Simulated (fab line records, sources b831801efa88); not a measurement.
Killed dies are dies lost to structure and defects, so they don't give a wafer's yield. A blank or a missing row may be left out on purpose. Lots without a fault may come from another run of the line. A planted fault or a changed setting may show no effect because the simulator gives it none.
Problem report in the 8D (eight disciplines) form, filled by code | flow sky130 | the parts of the form that need people (team, actions taken, sign-off) are left out

1. THE PROBLEM
SD_N_RS at SKY_SD_N_RS_MEAS_16 reads a mean of 67.54 ohm/sq on 3 wafers of 2 lots; wafers without a fault read 68.55 ohm/sq with a standard deviation of 0.11. That is -9.2 standard deviations from the usual mean.
The step: measures by four-point-probe.
First seen on wafer L673.3, day 33 14:05, on film_metro-01. The record holds 30 wafers of 11 lots with a number at this step. Rule for "out", or "out of limits": more than 4 standard deviations from the usual mean. The other wafers with a number count as sound.

2. WHAT IT IS AND WHAT IT IS NOT
question                    | is                     | is not
which readings at this step | SD_N_RS                | -
which lots                  | L673, L675             | L657, L660, L662, L663, L667, L669, L670, L671, L672
which wafers of those lots  | all that have a number | -
read on which gauges        | film_metro-01          | film_metro-02
when                        | from day 33 14:05      | up to then (27 sound wafers)

3. SUSPECTS, AND WHAT RULES EACH OUT
Counting: a tool at a process step up to the reading stays a suspect if it ran every lot that is out and no sound lot after the first of them.
- the gauge at SKY_SD_N_RS_MEAS_16: ruled out. All the wafers that are out were read on film_metro-01, but those of them that SKY_SD_N_RTA_14 has rows for are out there too, on other tools.
- plasma_asher-03 at SKY_LDD_LDN_STRIP_12 (strips in O2/N2): kept. It ran every lot that is out, first L673 (day 28 20:06), and no sound lot after that; its last sound lot up to then is L671 (day 28 02:49).
- rtp_anneal-02 at SKY_SD_N_RTA_14 (time 2 s): kept. It ran every lot that is out, first L673 (day 33 13:53), and no sound lot after that; its last sound lot up to then is L671 (day 32 21:38). Its own readings are out on those wafers: wafer_temp_C_max.
Left after counting: plasma_asher-03 at SKY_LDD_LDN_STRIP_12, rtp_anneal-02 at SKY_SD_N_RTA_14.

4. THE CAUSE (what the simulator had put in)
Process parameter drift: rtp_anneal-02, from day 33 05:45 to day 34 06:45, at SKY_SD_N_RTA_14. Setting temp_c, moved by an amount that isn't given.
Counting left 2 suspects, and this tool is among them.

5. THE CHAIN OF EFFECTS, in route order
Each row: a reading whose mean over the struck wafers that have a number lies more than 3 standard deviations from the usual. Only readings for which the record gives a usual standard deviation are gone through. hours: the time from each lot's start at the first step in this table that gives one to its start at this step, as a median over the lots. sigmas: the change in usual standard deviations.
hours | step                | reading          | usual        | on struck wafers | change | sigmas
0     | SKY_SD_N_RTA_14     | wafer_temp_C_max | 1078.1       | 1085.2           | +7.1   | +4.8
0     | SKY_SD_N_RS_MEAS_16 | SD_N_RS          | 68.55 ohm/sq | 67.54            | -1.01  | -9.2
0     | SKY_SD_N_RS_MEAS_17 | SD_P_RS          | 147.1 ohm/sq | 141.3            | -5.8   | -17
The process steps in it:
- SKY_SD_N_RTA_14: time 2 s.

6. WHAT WOULD HAVE CAUGHT IT SOONER
In this record the first reading out of limits at a measuring or inspecting step was taken at day 33 14:05, 8 hours after the fault began at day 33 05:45.
The tool's own readings at SKY_SD_N_RTA_14 were out on every struck wafer that the step has a row for (wafer_temp_C_max): an alarm limit on them would have fired on the first of those.
Of the lots that are out (2), L675 began SKY_SD_N_RTA_14 on rtp_anneal-02 after day 33 14:05. A hold on the tool at that time would have spared it.
